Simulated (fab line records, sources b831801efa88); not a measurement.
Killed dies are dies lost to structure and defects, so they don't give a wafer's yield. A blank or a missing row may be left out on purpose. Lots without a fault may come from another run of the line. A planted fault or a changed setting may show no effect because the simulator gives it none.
Which tool did it? | flow gf180mcu | 14 lots, 42 wafers sampled, at 5 steps of a route of 602

WHAT THE GAUGES READ, wafer by wafer
GF_V2_CD_MEAS_14: target cd 260 nm. Usual: cd_nm 260.0 nm, standard deviation 1.3.
lot  | measured     | on        | cd_nm (nm)        | flag
L408 | day 20 06:54 | cd_sem-02 | 261.2 262.1 260.9 |
L409 | day 20 16:15 | cd_sem-01 | 262.4 261.9 261.0 |
L410 | day 20 19:54 | cd_sem-01 | 260.4 260.2 260.5 |
L411 | day 21 02:18 | cd_sem-01 | 258.7 259.1 258.5 |
L412 | day 21 18:19 | cd_sem-02 | 261.4 260.0 260.9 |
L413 | day 22 02:08 | cd_sem-01 | 258.4 258.2 257.8 |
L414 | day 22 10:31 | cd_sem-02 | 256.4 256.0 257.6 |
L415 | day 22 15:22 | cd_sem-01 | 260.5 259.3 259.5 |
L416 | day 23 05:30 | cd_sem-02 | 259.9 261.7 260.0 |
L419 | day 24 10:31 | cd_sem-01 | 260.4 259.5 260.6 |
L421 | day 25 00:39 | cd_sem-02 | 261.1 261.5 261.4 |
L426 | day 26 11:51 | cd_sem-02 | 259.3 259.9 259.4 |
L429 | day 27 13:41 | cd_sem-01 | 260.3 258.3 260.0 |
L431 | day 28 04:01 | cd_sem-01 | 260.4 260.6 261.1 |

GF_TOP_METAL_CD_MEAS_14: target cd 440 nm. Usual: cd_nm 439.7 nm, standard deviation 2.5.
lot  | measured     | on        | cd_nm (nm)        | flag
L408 | day 28 02:15 | cd_sem-01 | 440.5 440.1 441.1 |
L409 | day 28 04:59 | cd_sem-01 | 442.5 442.4 441.5 |
L410 | day 28 10:50 | cd_sem-02 | 437.6 438.4 437.6 |
L411 | day 28 17:02 | cd_sem-01 | 433.7 435.1 435.3 |
L412 | day 29 02:43 | cd_sem-01 | 440.5 440.9 441.3 |
L413 | day 29 10:29 | cd_sem-02 | 439.0 438.8 437.2 |
L414 | day 29 20:37 | cd_sem-01 | 439.1 439.5 439.0 |
L415 | day 30 00:00 | cd_sem-01 | 438.1 435.5 437.2 |
L416 | day 30 10:21 | cd_sem-01 | 437.1 350.4 436.2 | OFF
L419 | day 31 10:31 | cd_sem-02 | 442.3 443.2 438.8 |
L421 | day 31 18:03 | cd_sem-02 | 439.3 358.4 439.4 | OFF
L426 | day 33 02:05 | cd_sem-01 | 435.6 436.3 436.5 |
L429 | day 33 19:55 | cd_sem-02 | 441.2 439.1 440.5 |
L431 | day 34 09:08 | cd_sem-01 | 438.7 437.8 437.4 |

WHICH TOOL RAN EACH LOT (tool, then ch and the chambers of the sampled wafers, then the start)
lot  | GF_M3_SPUTTER_00             | GF_M4_SPUTTER_01             | GF_TOP_METAL_EXPOSE_11
L408 | pvd_sputter-03, day 20 08:25 | pvd_sputter-03, day 22 10:50 | iline_stepper-01 ch 0, day 27 16:29
L409 | pvd_sputter-02, day 20 17:56 | pvd_sputter-04, day 22 19:37 | iline_stepper-01 ch 0, day 27 20:05
L410 | pvd_sputter-03, day 20 21:26 | pvd_sputter-01, day 22 23:44 | iline_stepper-02 ch 0, day 28 02:19
L411 | pvd_sputter-03, day 21 04:04 | pvd_sputter-04, day 23 06:39 | iline_stepper-01 ch 0, day 28 06:40
L412 | pvd_sputter-01, day 21 19:49 | pvd_sputter-03, day 23 19:56 | iline_stepper-01 ch 0, day 28 18:37
L413 | pvd_sputter-03, day 22 03:36 | pvd_sputter-01, day 24 04:47 | iline_stepper-01 ch 0, day 29 01:13
L414 | pvd_sputter-02, day 22 11:58 | pvd_sputter-03, day 24 13:13 | iline_stepper-02 ch 0, day 29 11:35
L415 | pvd_sputter-01, day 22 16:49 | pvd_sputter-04, day 24 16:49 | iline_stepper-02 ch 0, day 29 16:41
L416 | pvd_sputter-01, day 23 07:01 | pvd_sputter-04, day 25 05:10 | iline_stepper-02 ch 0, day 30 00:27
L419 | pvd_sputter-02, day 24 12:02 | pvd_sputter-01, day 26 09:10 | iline_stepper-01 ch 0, day 31 02:01
L421 | pvd_sputter-03, day 25 02:07 | pvd_sputter-04, day 26 21:30 | iline_stepper-02 ch 0, day 31 10:53
L426 | pvd_sputter-03, day 26 13:22 | pvd_sputter-04, day 28 08:13 | iline_stepper-01 ch 0, day 32 19:03
L429 | pvd_sputter-03, day 27 15:32 | pvd_sputter-01, day 29 08:35 | iline_stepper-01 ch 0, day 33 13:31
L431 | pvd_sputter-02, day 28 05:32 | pvd_sputter-04, day 29 23:20 | iline_stepper-02 ch 0, day 34 01:58
- GF_M3_SPUTTER_00: material Ti, target thk 37.5 nm, time 150 s.
- GF_M4_SPUTTER_01: material TiN, target thk 30 nm, time 25 s.
- GF_TOP_METAL_EXPOSE_11: exposes mask MetalTop, target cd 440 nm.

WHAT THE TOOLS THEMSELVES READ (means of the sampled wafers that have a number; where no wafer has one, the mark that the record gives instead)
GF_M3_SPUTTER_00. Usual: throttle_valve_pct 29.6 %, standard deviation 1.
lot  | tool           | throttle_valve_pct (%) | flag
L408 | pvd_sputter-03 | 28.9                   |
L409 | pvd_sputter-02 | 30.5                   |
L410 | pvd_sputter-03 | 29.7                   |
L411 | pvd_sputter-03 | 29.7                   |
L412 | pvd_sputter-01 | 30.6                   |
L413 | pvd_sputter-03 | 29.7                   |
L414 | pvd_sputter-02 | 28.8                   |
L415 | pvd_sputter-01 | 30.4                   |
L416 | pvd_sputter-01 | 30.2                   |
L419 | pvd_sputter-02 | 29.5                   |
L421 | pvd_sputter-03 | 29.9                   |
L426 | pvd_sputter-03 | 29.8                   |
L429 | pvd_sputter-03 | 29.6                   |
L431 | pvd_sputter-02 | 29.3                   |

GF_M4_SPUTTER_01. Usual: throttle_valve_pct 29.8 %, standard deviation 1.2.
lot  | tool           | throttle_valve_pct (%) | flag
L408 | pvd_sputter-03 | 28.9                   |
L409 | pvd_sputter-04 | 30.0                   |
L410 | pvd_sputter-01 | 30.2                   |
L411 | pvd_sputter-04 | 29.7                   |
L412 | pvd_sputter-03 | 29.1                   |
L413 | pvd_sputter-01 | 30.9                   |
L414 | pvd_sputter-03 | 28.9                   |
L415 | pvd_sputter-04 | 29.1                   |
L416 | pvd_sputter-04 | 29.6                   |
L419 | pvd_sputter-01 | 30.5                   |
L421 | pvd_sputter-04 | 29.1                   |
L426 | pvd_sputter-04 | 29.7                   |
L429 | pvd_sputter-01 | 30.0                   |
L431 | pvd_sputter-04 | 30.2                   |

THE ANSWER, worked out from the rows above alone
Rule: a lot is off if the mean of its wafers that have a number lies more than 3 standard deviations from the usual mean. A lot without any number at a reading at which 4 lots or more have one is off too. The other lots that the step has rows for count as sound. The gauges are gone through in route order, then the tools' own readings, and for those a lot's mean is taken as printed above. The first step at which some lot is off is used, and at that step the reading that is off furthest; a lot without a number counts as furthest.
Off: L416, L421, at GF_TOP_METAL_CD_MEAS_14 (cd_nm).
A tool fits if, at a process step before that reading, it ran every lot that is off, and no sound lot after the first of them. The gauges at GF_TOP_METAL_CD_MEAS_14 are tried like those tools. None of those tried fits.

WHAT THE SIMULATOR HAD PUT IN
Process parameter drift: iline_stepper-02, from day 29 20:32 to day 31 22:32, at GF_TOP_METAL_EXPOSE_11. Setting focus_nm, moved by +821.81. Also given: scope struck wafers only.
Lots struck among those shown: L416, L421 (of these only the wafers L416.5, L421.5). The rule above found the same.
